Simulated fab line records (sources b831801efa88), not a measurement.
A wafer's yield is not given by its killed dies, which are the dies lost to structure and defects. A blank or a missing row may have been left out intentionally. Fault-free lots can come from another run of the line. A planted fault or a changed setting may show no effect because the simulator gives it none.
Which tool did it? | flow sky130 | 36 wafers from 12 lots sampled at 5 of the route's 708 steps

## WHAT EACH GAUGE READ, for each wafer
SKY_FIELD_ISO_THK_MEAS_02. Usual: FIELD_ISO_OXIDATION_00_THK gives 12.05 nm (standard deviation 0.21).
lot  | measured    | on           | FIELD_ISO_OXIDATION_00_THK (nm) | flag
L864 | day 1 11:58 | filmMetro-01 | 12.18 11.73 11.87               | 
L867 | day 2 04:26 | filmMetro-02 | 12.16 12.26 12.12               | 
L868 | day 2 13:46 | filmMetro-04 | 18.91 19.00 19.21               | OFF
L869 | day 2 16:37 | filmMetro-01 | 19.06 19.43 19.39               | OFF
L870 | day 2 17:38 | filmMetro-01 | 12.26 12.48 12.46               | 
L871 | day 3 02:30 | filmMetro-04 | 19.42 19.57 19.52               | OFF
L872 | day 3 05:09 | filmMetro-02 | 12.08 12.04 11.90               | 
L877 | day 4 09:16 | filmMetro-02 | 12.08 12.11 12.10               | 
L880 | day 4 20:47 | filmMetro-01 | 11.60 11.74 11.79               | 
L882 | day 5 05:38 | filmMetro-04 | 11.86 12.02 11.82               | 
L885 | day 5 20:38 | filmMetro-01 | 12.24 12.26 12.28               | 
L886 | day 6 01:40 | filmMetro-01 | 12.10 12.28 12.20               | 

SKY_NWELL_THK_MEAS_02. Usual: NWELL_OXIDATION_THK gives 9.96 nm (standard deviation 0.19).
lot  | measured    | on           | NWELL_OXIDATION_THK (nm) | flag
L864 | day 2 15:06 | filmMetro-01 | 10.11 10.17 10.10        | 
L867 | day 3 08:05 | filmMetro-03 | 10.06 10.12 10.09        | 
L868 | day 3 11:53 | filmMetro-02 | 10.09 10.12 9.84         | 
L869 | day 3 15:18 | filmMetro-03 | 9.97 10.03 10.06         | 
L870 | day 3 20:56 | filmMetro-01 | 9.81 9.96 9.93           | 
L871 | day 4 05:08 | filmMetro-01 | 10.08 10.17 10.35        | 
L872 | day 4 17:46 | filmMetro-01 | 10.31 10.32 10.17        | 
L877 | day 5 12:37 | filmMetro-02 | 9.55 9.57 9.77           | 
L880 | day 6 02:33 | filmMetro-03 | 10.07 9.99 10.06         | 
L882 | day 6 14:52 | filmMetro-01 | 9.84 9.83 10.08          | 
L885 | day 7 04:30 | filmMetro-01 | 10.04 9.81 9.97          | 
L886 | day 7 09:38 | filmMetro-03 | 10.02 10.07 10.20        | 

SKY_NWELL_OVL_MEAS_23. Usual: NWELL_01_OVL gives 0.4 nm (standard deviation 1.3).
lot  | measured     | on         | NWELL_01_OVL (nm) | flag
L864 | day 5 10:56  | overlay-02 | -0.4 -2.2 -0.9    | 
L867 | day 6 06:48  | overlay-02 | 1.0 -0.8 -0.2     | 
L868 | day 6 11:09  | overlay-02 | 0.8 -0.6 0.6      | 
L869 | day 6 15:02  | overlay-01 | 0.5 0.5 0.6       | 
L870 | day 6 20:57  | overlay-01 | -0.4 -0.8 0.7     | 
L871 | day 7 08:23  | overlay-01 | 0.6 -1.5 2.1      | 
L872 | day 7 22:00  | overlay-01 | 2.4 2.9 3.8       | 
L877 | day 8 18:54  | overlay-02 | 1.2 0.0 0.0       | 
L880 | day 9 12:17  | overlay-02 | 1.7 4.7 3.8       | 
L882 | day 10 02:36 | overlay-02 | -0.6 2.3 0.4      | 
L885 | day 10 18:24 | overlay-01 | -0.6 0.2 -0.2     | 
L886 | day 11 01:13 | overlay-02 | 0.5 1.7 -0.1      | 

## WHAT TOOL EACH LOT RAN ON (gives the tool, then ch and the chambers of the sampled wafers, and finally the start)
lot  | SKY_FIELD_ISO_OXIDATION_01                                    | SKY_FIELD_ISO_STRIP_16
L864 | furnace-01 ch 0, day 1 10:26                                  | plasmaAsher-02 ch 0,1, day 2 05:29
L867 | furnace-01 ch 0, day 2 02:55                                  | plasmaAsher-04 ch 0,1, day 2 22:13
L868 | furnace-02 ch 0, day 2 09:07                                  | plasmaAsher-01 ch 0,1, day 3 04:52
L869 | furnace-02 ch 0, day 2 12:07 and furnace-01 ch 0, day 2 15:05 | plasmaAsher-02 ch 0,1, day 3 08:17
L870 | furnace-02 ch 0, day 2 16:07                                  | plasmaAsher-02 ch 1, day 3 12:47
L871 | furnace-01 ch 0, day 2 22:04                                  | plasmaAsher-04 ch 0,1, day 3 18:50
L872 | furnace-01 ch 0, day 3 03:38                                  | plasmaAsher-02 ch 0,1, day 3 23:32
L877 | furnace-02 ch 0, day 4 07:44                                  | plasmaAsher-04 ch 0,1, day 5 05:05
L880 | furnace-02 ch 0, day 4 19:16                                  | plasmaAsher-04 ch 0,1, day 5 19:02
L882 | furnace-01 ch 0, day 5 04:07                                  | plasmaAsher-02 ch 0,1, day 6 04:53
L885 | furnace-02 ch 0, day 5 19:07                                  | plasmaAsher-01 ch 0,1, day 6 17:35
L886 | furnace-02 ch 0, day 6 00:07                                  | plasmaAsher-01 ch 0,1, day 6 23:36
- SKY_FIELD_ISO_OXIDATION_01: stabilise 600 s, purge 300 s, target thk 12 nm.
- SKY_FIELD_ISO_STRIP_16: strips in O2/N2.

## WHAT THE TOOLS THEMSELVES READ (means of the sampled wafers that have a number; where no wafer has one, the mark that the record gives instead)
SKY_FIELD_ISO_OXIDATION_01. Usual: oxTempCMax 903.3, standard deviation 0.93; zonePowerBottomPct 25.9 %, standard deviation 1.6; zonePowerTopPct 33.9 %, standard deviation 1.3.
lot  | tool                  | oxTempCMax | zonePowerBottomPct (%) | zonePowerTopPct (%) | flag
L864 | furnace-01            | 903.9      | 23.2                   | 35.9                | 
L867 | furnace-01            | 904.2      | 23.1                   | 35.9                | 
L868 | furnace-02            | 902.9      | 26.8                   | 33.1                | 
L869 | furnace-02/furnace-01 | 904.2      | 25.0                   | 34.6                | 
L870 | furnace-02            | 903.1      | 26.9                   | 33.3                | 
L871 | furnace-01            | 905.5      | 23.4                   | 36.0                | 
L872 | furnace-01            | 904.8      | 23.3                   | 36.0                | 
L877 | furnace-02            | 903.1      | 26.6                   | 33.4                | 
L880 | furnace-02            | 903.0      | 26.8                   | 33.1                | 
L882 | furnace-01            | 904.4      | 23.2                   | 36.4                | 
L885 | furnace-02            | 902.8      | 26.9                   | 33.2                | 
L886 | furnace-02            | 902.6      | 26.7                   | 33.2                | 

SKY_FIELD_ISO_STRIP_16. Usual: drypumpMotorCurrentA 5.6 A, standard deviation 0.5; oesProductAu 0.378 a.u., standard deviation 0.0051; stripTimeToEndpointS 3.55 s, standard deviation 0.04.
lot  | tool           | drypumpMotorCurrentA (A) | oesProductAu (a.u.) | stripTimeToEndpointS (s) | flag
L864 | plasmaAsher-02 | 5.4                      | 0.373               | 3.52                     | 
L867 | plasmaAsher-04 | 5.7                      | 0.382               | 3.56                     | 
L868 | plasmaAsher-01 | 5.7                      | 0.377               | 3.53                     | 
L869 | plasmaAsher-02 | 5.5                      | 0.380               | 3.58                     | 
L870 | plasmaAsher-02 | 6.2                      | 0.376               | 3.56                     | 
L871 | plasmaAsher-04 | 5.7                      | 0.378               | 3.53                     | 
L872 | plasmaAsher-02 | 5.8                      | 0.375               | 3.55                     | 
L877 | plasmaAsher-04 | 5.3                      | 0.375               | 3.52                     | 
L880 | plasmaAsher-04 | 5.3                      | 0.383               | 3.56                     | 
L882 | plasmaAsher-02 | 5.8                      | 0.384               | 3.58                     | 
L885 | plasmaAsher-01 | 5.8                      | 0.377               | 3.52                     | 
L886 | plasmaAsher-01 | 5.8                      | 0.377               | 3.53                     | 

## THE ANSWER, worked out from the rows above alone
Rule: a lot counts as off when the mean over its wafers that have a number is more than 3 standard deviations away from the usual mean. Also off: a lot with no number at a reading for which 4 or more lots have one. Where the step has rows for the other lots, those lots are counted as sound. First the gauges in route order, then the tools' own readings, where a lot's mean is used as printed above. The first step at which some lot is off is used, and at that step the reading that is off furthest; a lot without a number counts as furthest.
Off: L868, L869, L871, seen at SKY_FIELD_ISO_THK_MEAS_02 (FIELD_ISO_OXIDATION_00_THK).
If a tool, at a process step before that reading, ran all the lots that are off and no sound lot after the first of them, it fits. Those tools and the gauges at SKY_FIELD_ISO_THK_MEAS_02 are tried in the same way. Not one of the candidates tried fits.

## WHAT THE SIMULATOR HAD INSERTED
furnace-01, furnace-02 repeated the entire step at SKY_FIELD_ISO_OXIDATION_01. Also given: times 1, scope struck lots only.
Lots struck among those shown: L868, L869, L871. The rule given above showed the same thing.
